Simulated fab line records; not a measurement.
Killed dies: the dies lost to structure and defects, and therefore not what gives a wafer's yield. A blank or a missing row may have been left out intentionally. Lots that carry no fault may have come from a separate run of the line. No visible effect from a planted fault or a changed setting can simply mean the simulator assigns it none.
Problem report, 8D (eight disciplines) form, completed by code -- flow gf180mcu -- the parts of the form that need people (team, actions taken, sign-off) are left out

1. WHAT IS WRONG
Mean V3_W_RS at GF_V3_RS_MEAS_24: 0.230 ohm/sq over 6 wafers in 2 lots; fault-free wafers: 0.332 ohm/sq, standard deviation 0.0031. Measured from the usual mean, that is -33 standard deviations.
The step: measures by four-point-probe.
First seen on wafer L496.1, day 27 04:19, on film-metro-04. The record has a number at this step for 30 wafers belonging to 10 lots. By rule, "out" or "out of limits" means more than 4 standard deviations away from the usual mean. The rest of the wafers with a number are treated as sound.

2. WHAT IT IS, WHAT IT ISN'T
question,is,is not
which readings at this step,V3_W_RS,-
which lots,"L496, L497","L483, L485, L486, L489, L490, L491, L493, L494"
which wafers of those lots,all that have a number,-
read on which gauges,film-metro-04,film-metro-03
when,from day 27 04:19,up to then (24 sound wafers)

3. THE SUSPECTS, EACH WITH WHAT RULES IT OUT
Counting: a tool at any process step up to the reading remains a suspect when it ran all the lots that are out and ran no sound lot after the first of those.
- the gauge at GF_V3_RS_MEAS_24 is ruled out. All the wafers that are out were read on film-metro-04, but those of them that GF_V3_CVD_23 has rows for are out there too, on other tools.
- plasma-asher-02 at GF_V3_STRIP_18 (strips in O2/N2): kept. All lots that are out passed through it, beginning with L496 at day 27 03:34, and no sound lot followed; its final sound lot before that point was L486 at day 24 03:50.
- cvd-w-01 at GF_V3_CVD_23 (deposits W, target thk 350 nm, time 104.9 s): kept. All lots that are out passed through it, beginning with L496 at day 27 04:13, and no sound lot followed; its final sound lot before that point was L494 at day 26 12:59. Its own readings are out on those wafers: susceptor-temp-C.
After counting, plasma-asher-02 at GF_V3_STRIP_18 and cvd-w-01 at GF_V3_CVD_23 remain.

4. THE CAUSE (what the simulator had put in)
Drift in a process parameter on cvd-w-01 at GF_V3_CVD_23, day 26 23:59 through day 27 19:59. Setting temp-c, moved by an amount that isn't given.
2 suspects survive the count, and this tool is in that group.

5. SEQUENCE OF EFFECTS, ordered by route
Rows list readings where the struck wafers' mean (over those with a number) sits beyond 3 standard deviations from the usual. Only readings for which the record gives a usual standard deviation are gone through. hours: the time from each lot's start at the first step in this table that gives one to its start at this step, as a median over the lots. sigmas: the change in usual standard deviations.
hours,step,reading,usual,on struck wafers,change,sigmas
0,GF_V3_CVD_23,susceptor-temp-C,400.00 C,420.70,+20.70,+94
0,GF_V3_RS_MEAS_24,V3_W_RS,0.332 ohm/sq,0.230,-0.102,-33
0,GF_V3_THK_MEAS_25,V3_W_THK,364 nm,546,+182,+30
0,GF_V3_CMP_26,time-to-endpoint-s,83 s,120,+37,+11
Its process steps:
- GF_V3_CVD_23: deposits W, target thk 350 nm, time 104.9 s.
- GF_V3_CMP_26: polishes, stops on SiO2, t overpolish 15 s, target thk 0 nm.

6. WHAT WOULD HAVE CAUGHT IT SOONER
The first out-of-limits reading at a measuring or inspecting step in this record came at day 27 04:19, 4 hours after the fault's start at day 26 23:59.
At GF_V3_CVD_23, the tool's own readings (susceptor-temp-C) were out on each struck wafer the step has a row for, so an alarm limit on them would have fired on the first such wafer.
Lots out: 2; of these, L497 started GF_V3_CVD_23 on cvd-w-01 after day 27 04:19. Holding the tool at that time would have saved it.
